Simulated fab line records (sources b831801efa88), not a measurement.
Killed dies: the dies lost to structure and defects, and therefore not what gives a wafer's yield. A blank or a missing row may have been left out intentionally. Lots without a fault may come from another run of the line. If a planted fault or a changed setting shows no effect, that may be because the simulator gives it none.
Struck lot and sound lot, side by side || flow sky130 || 16 out of 708 route steps
Sound: these wafers, L407.2, L407.4, L407.6. Struck: wafer L420.2. (L420.3, L420.4 of the same lot were not struck and are left out.) The cause comes at the end.
Per side, at each step with rows, come the tool, then ch with its chambers, and then its first start. Under that, the readings that differ: sound wafers || struck wafers || difference of the means || sigmas: that difference in standard deviations of wafers without a fault.
alike: a reading whose means differ by less than 2 such deviations, as well as words and numbers matching on both sides. not compared: withheld readings; readings where some wafer has no value; bounds like >300 that might hide an equal value; numbers whose values overlap and for which the record gives no deviation.
A row with sigmas, a row that says differs or no value, or rows on one side alone: a step with any of these is where the two part. Numbers that have no deviation but don't overlap get no sigmas and don't part them. A reading that every wafer of one side lacks parts them only if that side has two wafers or more.

first, 8 steps without rows for these wafers: SKY_METAL1_DEHYDRATE_07 (time 60 s); SKY_METAL1_HMDS_08 (prime time 60 s); SKY_METAL1_COAT_09 (resist thk 60 nm); SKY_METAL1_COAT_10 (resist thk 450 nm); SKY_METAL1_SOFTBAKE_11 (time 90 s); SKY_METAL1_EXPOSE_12 (exposes mask MM1, target cd 140 nm); SKY_METAL1_PEB_13; SKY_METAL1_DEVELOP_14 (develop time 60 s).
SKY_METAL1_CD_MEAS_15: target cd 140 nm.
  struck on cdSem-02, day 37 00:17; sound on cdSem-01, day 32 19:51
  alike: cdNm
SKY_METAL1_OVL_MEAS_16:
  struck on overlay-01, day 37 00:23; sound on overlay-02, day 32 19:58
{"reading": "METAL1_OVL (nm)", "sound": "3 1 0", "struck": -16, "difference": -17, "sigmas": -3}
SKY_METAL1_DESCUM_17: chemistry O2, time 8 s.
  sound on rieMetal-04 ch 0,1, day 32 19:59; struck on rieMetal-04 ch 0, day 37 00:25
  alike: chamberPressureMTorr, drypumpMotorCurrentA, oesProductAu
  not compared: rfHoursCounterH
SKY_METAL1_ETCH_18: etches BARC in N2/H2, stops on SiO2, time 45.9 s, target depth 60 nm.
  sound on rieMetal-04 ch 0,1, day 32 20:01; struck on rieMetal-04 ch 0, day 37 00:28
{"reading": "chamberPressureMTorr (mTorr)", "sound": "30.018 30.000 30.027", "struck": 29.950, "difference": -0.065, "sigmas": -3}
  alike: drypumpMotorCurrentA, oesProductAu, throttleValvePct
  not compared: rfHoursCounterH
SKY_METAL1_METAL_ETCH_19: etches the open film in Cl2/BCl3, stops on SiO2, target depth 360 nm, time 78 s.
  sound on rieMetal-04 ch 0,1, day 32 20:05; struck on rieMetal-04 ch 0, day 37 00:31
{"reading": "oesProductAu (a.u.)", "sound": "0.851 0.841 0.839", "struck": 0.762, "difference": -0.082, "sigmas": -13}
{"reading": "overEtchFrac", "sound": "0.3 0.3 0.3", "struck": 0.603, "difference": "+0.303", "sigmas": ""}
{"reading": "model.KrF-thick_of_METAL1_COAT_10.thkNm (nm)", "sound": "152.1 151.3 153.7", "struck": 93.44, "difference": -58.93, "sigmas": ""}
{"reading": "model.METAL1.cdNm (nm)", "sound": "140.3 140.9 140.3", "struck": 133.1, "difference": -7.4, "sigmas": ""}
{"reading": "model.SiO2_of_CONTACT_HDPCVD_02.thkNm (nm)", "sound": "325.3 325.6 325.9", "struck": 324.8, "difference": -0.8, "sigmas": ""}
  alike: chamberPressureMTorr, drypumpMotorCurrentA, throttleValvePct
  not compared: rfHoursCounterH
SKY_METAL1_STRIP_20: strips in O2/N2.
  sound on plasmaAsher-01 ch 0,1, day 32 20:10; struck on plasmaAsher-01 ch 1, day 37 00:37
{"reading": "oesProductAu (a.u.)", "sound": "0.334 0.335 0.346", "struck": 0.309, "difference": -0.029, "sigmas": -5}
{"reading": "stripTimeToEndpointS (s)", "sound": "2.61 2.60 2.64", "struck": 1.97, "difference": -0.65, "sigmas": -11}
  alike: chamberPressureMTorr, drypumpMotorCurrentA
  not compared: rfHoursCounterH
then, 1 step without rows for these wafers: SKY_METAL1_STRIP_21 (strips in post etch residue remover, time 1200 s).
-- the record jumps here: 12 days lie between the struck wafers' starts before and after (it left off in module METAL1 and takes up again in module PAD_OPEN, whose first step shown is number 708 of the route) --
SKY_PAD_OPEN_PROBE_99:
  struck on prober-01, day 49 00:04; sound on prober-02, day 45 18:57
{"reading": "model.etest.met1.widthNm (nm)", "sound": "139.5 139.7 138.6", "struck": 133.7, "difference": -5.6, "sigmas": ""}
{"reading": "model.etest.met1.lineOhmUm", "sound": "0.9429 0.9532 0.9521", "struck": 0.9714, "difference": "+0.0220", "sigmas": ""}
  alike: defectLimitedYield, killed_at_M0_to_M3, killed_at_M4_up, killedAtContacts, killedAtFrontEnd, killedAtOther, killedDies, killedOpen, killedShort, sort_bin_3_pad_short, sort_bin_5_function, sort_bin_6_memory, sortNPass, sortYieldPct

WHERE THEY PART
First at SKY_METAL1_OVL_MEAS_16; last, within this record, at SKY_METAL1_STRIP_20. Later steps at which nothing parts them and some readings are alike: SKY_PAD_OPEN_PROBE_99.

WHY: the cause the simulator had injected
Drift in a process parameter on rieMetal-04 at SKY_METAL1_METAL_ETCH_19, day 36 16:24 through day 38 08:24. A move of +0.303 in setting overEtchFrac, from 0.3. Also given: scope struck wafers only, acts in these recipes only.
